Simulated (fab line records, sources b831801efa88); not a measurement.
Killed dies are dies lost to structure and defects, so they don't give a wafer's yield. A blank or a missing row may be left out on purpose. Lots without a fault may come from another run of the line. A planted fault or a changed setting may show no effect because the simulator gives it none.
Which tool did it? | flow sky130 | 24 lots, 72 wafers sampled, at 4 steps of a route of 708

WHAT THE GAUGES READ, wafer by wafer
SKY_METAL3_OVL_MEAS_14. Usual: METAL3_OVL 3 nm, standard deviation 5.2.
lot  | measured     | on         | METAL3_OVL (nm) | flag
L074 | day 39 13:06 | overlay-01 | 7 -1 2          |
L075 | day 39 14:46 | overlay-01 | -3 -3 -9        |
L077 | day 39 15:00 | overlay-01 | -3 1 3          |
L076 | day 39 16:17 | overlay-01 | 6 6 4           |
L078 | day 41 09:35 | overlay-02 | 0 -3 -5         |
L079 | day 41 09:56 | overlay-02 | 8 14 13         |
L080 | day 41 12:29 | overlay-02 | 6 7 8           |
L081 | day 41 12:08 | overlay-01 | 3 8 13          |
L082 | day 41 12:50 | overlay-01 | 3 7 10          |
L084 | day 41 18:32 | overlay-02 | -6 -7 -5        |
L083 | day 41 22:02 | overlay-02 | -3 2 -3         |
L085 | day 41 23:14 | overlay-01 | 4 9 3           |
L086 | day 41 23:36 | overlay-02 | -2 0 2          |
L087 | day 42 09:44 | overlay-01 | -8 -3 1         |
L088 | day 42 18:59 | overlay-01 | 2 -3 3          |
L089 | day 42 20:05 | overlay-02 | 15 9 6          |
L090 | day 43 10:11 | overlay-02 | 6 12 10         |
L091 | day 43 13:14 | overlay-02 | 5 1 3           |
L092 | day 43 17:32 | overlay-01 | 10 2 7          |
L093 | day 44 06:38 | overlay-02 | 5 0 1           |
L094 | day 44 10:00 | overlay-01 | 0 2 -2          |
L095 | day 44 19:47 | overlay-02 | 1 0 5           |
L096 | day 44 21:17 | overlay-01 | 6 10 3          |
L097 | day 45 04:02 | overlay-02 | 5 10 4          |

SKY_VIA3_THK_MEAS_01. Usual: VIA3_HDPCVD_THK 1638 nm, standard deviation 19.
lot  | measured     | on            | VIA3_HDPCVD_THK (nm) | flag
L074 | day 39 14:14 | film_metro-03 | 1605 1652 1598       |
L075 | day 39 15:53 | film_metro-04 | 1646 1653 1646       |
L077 | day 39 16:08 | film_metro-03 | 1657 1678 1613       |
L076 | day 39 17:26 | film_metro-03 | 1656 1632 1648       |
L078 | day 41 10:49 | film_metro-02 | 1647 1647 1626       |
L079 | day 41 11:06 | film_metro-04 | 1638 1654 1624       |
L080 | day 41 13:40 | film_metro-02 | 1630 1647 1643       |
L081 | day 41 13:20 | film_metro-03 | 1637 1641 1671       |
L082 | day 41 14:00 | film_metro-04 | 1661 1635 1651       |
L084 | day 41 19:41 | film_metro-04 | 1648 1659 1652       |
L083 | day 41 23:12 | film_metro-04 | 1639 1657 1649       |
L085 | day 42 00:24 | film_metro-03 | 1618 1634 1654       |
L086 | day 42 00:44 | film_metro-02 | 1646 1636 1620       |
L087 | day 42 10:52 | film_metro-03 | 1599 1629 1636       |
L088 | day 42 20:07 | film_metro-04 | 1653 1639 1619       |
L089 | day 42 21:13 | film_metro-03 | 1609 1634 1670       |
L090 | day 43 11:19 | film_metro-04 | 1636 1615 1630       |
L091 | day 43 14:21 | film_metro-02 | 1632 1655 1628       |
L092 | day 43 18:40 | film_metro-03 | 1625 1647 1629       |
L093 | day 44 07:45 | film_metro-02 | 1630 1628 1666       |
L094 | day 44 11:08 | film_metro-04 | 1666 1624 1652       |
L095 | day 44 20:56 | film_metro-03 | 1638 1659 1609       |
L096 | day 44 22:25 | film_metro-03 | 1644 1595 1647       |
L097 | day 45 05:10 | film_metro-02 | 1622 1629 1649       |

WHICH TOOL RAN EACH LOT (tool, then ch and the chambers of the sampled wafers, then the start)
lot  | SKY_VIA2_STRIP_16                    | SKY_METAL3_ETCH_16
L074 | plasma_asher-02 ch 0,1, day 37 07:10 | rie_metal-03 ch 0,1, day 39 13:11
L075 | plasma_asher-04 ch 0,1, day 37 09:26 | rie_metal-04 ch 0,1, day 39 14:49
L077 | plasma_asher-03 ch 0,1, day 37 09:49 | rie_metal-01 ch 0,1, day 39 15:05
L076 | plasma_asher-04 ch 0,1, day 37 11:46 | rie_metal-01 ch 0,1, day 39 16:22
L078 | plasma_asher-02 ch 0,1, day 39 06:44 | rie_metal-01 ch 0,1, day 41 09:39
L079 | plasma_asher-04 ch 0,1, day 39 06:59 | rie_metal-04 ch 0,1, day 41 10:00
L080 | plasma_asher-02 ch 0,1, day 39 08:14 | rie_metal-04 ch 0,1, day 41 12:33
L081 | plasma_asher-04 ch 0,1, day 39 08:35 | rie_metal-04 ch 0,1, day 41 12:12
L082 | plasma_asher-02 ch 0,1, day 39 10:14 | rie_metal-03 ch 0,1, day 41 12:54
L084 | plasma_asher-02 ch 1, day 39 16:17   | rie_metal-01 ch 0,1, day 41 18:36
L083 | plasma_asher-04 ch 0,1, day 39 19:26 | rie_metal-01 ch 0,1, day 41 22:06
L085 | plasma_asher-04 ch 0,1, day 39 20:05 | rie_metal-04 ch 0,1, day 41 23:18
L086 | plasma_asher-03 ch 0,1, day 39 20:25 | rie_metal-03 ch 0,1, day 41 23:41
L087 | plasma_asher-03 ch 0,1, day 40 06:35 | rie_metal-01 ch 0,1, day 42 09:47
L088 | plasma_asher-03 ch 0,1, day 40 17:41 | rie_metal-01 ch 1, day 42 19:02
L089 | plasma_asher-02 ch 0,1, day 40 18:50 | rie_metal-03 ch 0,1, day 42 20:09
L090 | plasma_asher-04 ch 0,1, day 41 10:08 | rie_metal-03 ch 0,1, day 43 10:15
L091 | plasma_asher-02 ch 0,1, day 41 13:32 | rie_metal-03 ch 1, day 43 13:17
L092 | plasma_asher-03 ch 0,1, day 41 17:26 | rie_metal-01 ch 0,1, day 43 17:35
L093 | plasma_asher-03 ch 0,1, day 42 07:56 | rie_metal-03 ch 0,1, day 44 06:41
L094 | plasma_asher-04 ch 0,1, day 42 10:22 | rie_metal-03 ch 0,1, day 44 10:05
L095 | plasma_asher-02 ch 0,1, day 42 19:53 | rie_metal-01 ch 1, day 44 19:51
L096 | plasma_asher-03 ch 0,1, day 42 22:41 | rie_metal-03 ch 0, day 44 21:22
L097 | plasma_asher-03 ch 0,1, day 43 05:17 | rie_metal-04 ch 0,1, day 45 04:07
- SKY_VIA2_STRIP_16: strips in O2/N2.
- SKY_METAL3_ETCH_16: etches BARC in N2/H2, stops on SiO2, time 88.2 s, target depth 60 nm.

WHAT THE TOOLS THEMSELVES READ (means of the sampled wafers that have a number; where no wafer has one, the mark that the record gives instead)
SKY_VIA2_STRIP_16. Usual: drypump_motor_current_A 5.71 A, standard deviation 0.24; oes_product_au 0.399 a.u., standard deviation 0.0048; strip_time_to_endpoint_s 4.06 s, standard deviation 0.036.
lot  | tool            | drypump_motor_current_A (A) | oes_product_au (a.u.) | strip_time_to_endpoint_s (s) | flag
L074 | plasma_asher-02 | 5.67                        | 0.399                 | 4.03                         |
L075 | plasma_asher-04 | 5.99                        | 0.393                 | 4.04                         |
L077 | plasma_asher-03 | 5.50                        | 0.404                 | 4.09                         |
L076 | plasma_asher-04 | 5.81                        | 0.399                 | 4.05                         |
L078 | plasma_asher-02 | 5.74                        | 0.394                 | 4.05                         |
L079 | plasma_asher-04 | 5.78                        | 0.395                 | 4.04                         |
L080 | plasma_asher-02 | 5.67                        | 0.399                 | 4.04                         |
L081 | plasma_asher-04 | 5.78                        | 0.397                 | 4.04                         |
L082 | plasma_asher-02 | 5.75                        | 0.398                 | 4.06                         |
L084 | plasma_asher-02 | 5.78                        | 0.399                 | 4.02                         |
L083 | plasma_asher-04 | 5.78                        | 0.403                 | 4.06                         |
L085 | plasma_asher-04 | 5.80                        | 0.399                 | 4.06                         |
L086 | plasma_asher-03 | 5.50                        | 0.397                 | 4.08                         |
L087 | plasma_asher-03 | 5.56                        | 0.399                 | 4.04                         |
L088 | plasma_asher-03 | 5.60                        | 0.395                 | 4.06                         |
L089 | plasma_asher-02 | 5.70                        | 0.398                 | 4.03                         |
L090 | plasma_asher-04 | 5.79                        | 0.398                 | 4.04                         |
L091 | plasma_asher-02 | 5.68                        | 0.402                 | 4.05                         |
L092 | plasma_asher-03 | 5.60                        | 0.397                 | 4.04                         |
L093 | plasma_asher-03 | 5.59                        | 0.400                 | 4.07                         |
L094 | plasma_asher-04 | 5.77                        | 0.399                 | 4.11                         |
L095 | plasma_asher-02 | 5.73                        | 0.399                 | 4.10                         |
L096 | plasma_asher-03 | 5.58                        | 0.402                 | 4.06                         |
L097 | plasma_asher-03 | 5.49                        | 0.397                 | 4.07                         |

SKY_METAL3_ETCH_16. Usual: drypump_motor_current_A 5.5 A, standard deviation 0.56; oes_product_au 0.626 a.u., standard deviation 0.0051; throttle_valve_pct 13.206 %, standard deviation 0.0099.
lot  | tool         | drypump_motor_current_A (A) | oes_product_au (a.u.) | throttle_valve_pct (%) | flag
L074 | rie_metal-03 | 5.7                         | 0.630                 | 13.208                 |
L075 | rie_metal-04 | 5.9                         | 0.619                 | 13.205                 |
L077 | rie_metal-01 | 5.3                         | 0.628                 | 13.213                 |
L076 | rie_metal-01 | 5.3                         | 0.629                 | 13.210                 |
L078 | rie_metal-01 | 5.3                         | 0.630                 | 13.197                 |
L079 | rie_metal-04 | 6.0                         | 0.627                 | 13.207                 |
L080 | rie_metal-04 | 5.9                         | 0.622                 | 13.194                 |
L081 | rie_metal-04 | 6.0                         | 0.623                 | 13.206                 |
L082 | rie_metal-03 | 5.8                         | 0.624                 | 13.199                 |
L084 | rie_metal-01 | 5.3                         | 0.631                 | 13.211                 |
L083 | rie_metal-01 | 5.3                         | 0.625                 | 13.206                 |
L085 | rie_metal-04 | 5.9                         | 0.621                 | 13.211                 |
L086 | rie_metal-03 | 5.2                         | 0.629                 | 13.213                 |
L087 | rie_metal-01 | 5.3                         | 0.623                 | 13.210                 |
L088 | rie_metal-01 | 5.3                         | 0.623                 | 13.214                 |
L089 | rie_metal-03 | 5.2                         | 0.626                 | 13.218                 |
L090 | rie_metal-03 | 5.8                         | 0.631                 | 13.205                 |
L091 | rie_metal-03 | 6.3                         | 0.626                 | 13.200                 |
L092 | rie_metal-01 | 5.3                         | 0.625                 | 13.197                 |
L093 | rie_metal-03 | 5.8                         | 0.620                 | 13.197                 |
L094 | rie_metal-03 | 5.2                         | 0.625                 | 13.206                 |
L095 | rie_metal-01 | 5.3                         | 0.627                 | 13.202                 |
L096 | rie_metal-03 | 4.7                         | 0.631                 | 13.210                 |
L097 | rie_metal-04 | 6.0                         | 0.627                 | 13.209                 |

THE ANSWER, worked out from the rows above alone
Rule: a lot is off if the mean of its wafers that have a number lies more than 3 standard deviations from the usual mean. A lot without any number at a reading at which 4 lots or more have one is off too. The other lots that the step has rows for count as sound. The gauges are gone through in route order, then the tools' own readings, and for those a lot's mean is taken as printed above. The first step at which some lot is off is used, and at that step the reading that is off furthest; a lot without a number counts as furthest.
No lot is off at any reading shown: from this, nothing can be told.

WHAT THE SIMULATOR HAD PUT IN
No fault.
